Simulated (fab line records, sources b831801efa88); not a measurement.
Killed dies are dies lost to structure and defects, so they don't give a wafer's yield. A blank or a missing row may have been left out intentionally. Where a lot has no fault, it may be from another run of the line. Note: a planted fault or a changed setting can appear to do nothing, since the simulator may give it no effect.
Comparing a struck lot with a sound one || flow sky130 || 17 steps out of a route of 708
Sound: the wafers L155.3, L155.5, L155.6. Wafers struck: L151.2, L151.3, L151.6. The cause is named last.
Per side, at each step with rows, come the tool, then ch with its chambers, and then its first start. Under that, the readings that differ: sound wafers || struck wafers || difference of the means || sigmas: that difference in standard deviations of wafers without a fault.
alike: same words and numbers on both sides, and readings whose means sit less than 2 such deviations apart. not compared: any withheld reading, any reading some wafer has no value for, any bound like >300 that may hide the same value, and any number with overlapping values for which the record gives no deviation.
The two part at a step that has a row with sigmas, a row that says differs or no value, or rows on one side only. Non-overlapping numbers with no deviation appear without sigmas and do not part them. A reading missing from all wafers of one side parts the sides only when that side holds two or more wafers.

SKY_GATE_OXIDE_TW_MEAS_14:
  struck on film-metro-04, day 18 02:44; sound on film-metro-04, day 19 09:28
  alike: GATE_OXIDE_TW
then, 3 steps without rows for these wafers: SKY_GATE_OXIDE_CLEAN_15 (cleans in SC1/SC2, time 150 s); SKY_GATE_OXIDE_OXIDATION_16 (stabilise 600 s, purge 300 s, target thk 3.57 nm); SKY_POLY_GATE_CVD_00 (deposits poly-Si, target thk 180 nm, time 720 s).
SKY_POLY_GATE_THK_MEAS_01:
  struck on film-metro-02, day 18 06:34; sound on film-metro-03, day 19 12:36
{"reading": "POLY_GATE_CVD_00_THK (nm)", "sound": "177.5 179.3 177.6", "struck": "183.7 183.2 182.8", "difference": "+5.1", "sigmas": "+3"}
then, 7 steps without rows for these wafers: SKY_RES_PROTECT_DEHYDRATE_00 (time 60 s); SKY_RES_PROTECT_HMDS_01 (prime time 60 s); SKY_RES_PROTECT_COAT_02 (resist thk 1140 nm); SKY_RES_PROTECT_SOFTBAKE_03 (time 60 s); SKY_RES_PROTECT_EXPOSE_04 (exposes mask RPM, target cd 1270 nm); SKY_RES_PROTECT_PEB_05; SKY_RES_PROTECT_DEVELOP_06 (develop time 60 s).
SKY_POLY_GATE_IMPLANT_02:
  sound on implanter-03 ch 0, day 20 19:00; struck on implanter-04 ch 0, day 19 12:48
{"reading": "beam-on-s (s)", "sound": "36.4 36.8 37.4", "struck": "31.7 31.7 31.9", "difference": -5.1, "sigmas": -2}
  alike: beam-energy-keV, end-station-pressure-torr
SKY_RES_PROTECT_STRIP_07: strips in O2/N2.
  sound on plasma-asher-04 ch 0,1, day 20 19:08; struck on plasma-asher-03 ch 0,1, day 19 12:56
{"reading": "oes-product-au (a.u.)", "sound": "0.510 0.518 0.516", "struck": "0.503 0.495 0.503", "difference": -0.014, "sigmas": -3}
{"reading": "strip-time-to-endpoint-s (s)", "sound": "23.37 23.32 23.31", "struck": "25.15 25.19 25.19", "difference": "+1.84", "sigmas": "+39"}
  alike: drypump-motor-current-A
  not compared: rf-hours-counter-h
SKY_RES_PROTECT_TW_MEAS_08:
  struck on film-metro-01, day 19 13:02; sound on film-metro-02, day 20 19:13
  alike: POLY_GATE_TW
then, 1 step without rows for these wafers: SKY_RES_PROTECT_CLEAN_09 (cleans in SC1/SC2, time 150 s).
-- the record jumps here: 29 days lie between the struck wafers' starts before and after (it left off in module RES_PROTECT and takes up again in module PAD_OPEN, whose first step shown is number 708 of the route) --
SKY_PAD_OPEN_PROBE_99:
  struck on prober-02, day 48 19:43; sound on prober-02, day 49 13:28
{"reading": "model.etest.res-poly.line-ohm-um", "sound": "507.9 521 497.2", "struck": "381.9 380.4 373.2", "difference": -130.2, "sigmas": ""}
{"reading": "model.etest.licon-poly.rc-ohm", "sound": "149.9 156.7 150.7", "struck": "105.4 101.8 104.2", "difference": -48.6, "sigmas": ""}
{"reading": "model.etest.res-poly.rs-ohm-sq", "sound": "48.61 49.03 48.32", "struck": "35.79 35.59 35.65", "difference": -12.98, "sigmas": ""}
  alike: killed_at_M0_to_M3, killed_at_M4_up, killed-at-contacts, killed-at-front-end, killed-at-other, killed-dies, killed-open, killed-short

== WHERE THEY PART ==
Earliest at SKY_POLY_GATE_THK_MEAS_01; latest, in this record, at SKY_RES_PROTECT_STRIP_07. Later steps at which nothing parts them and some readings are alike: SKY_RES_PROTECT_TW_MEAS_08, SKY_PAD_OPEN_PROBE_99.

WHY: what had been put in by the simulator
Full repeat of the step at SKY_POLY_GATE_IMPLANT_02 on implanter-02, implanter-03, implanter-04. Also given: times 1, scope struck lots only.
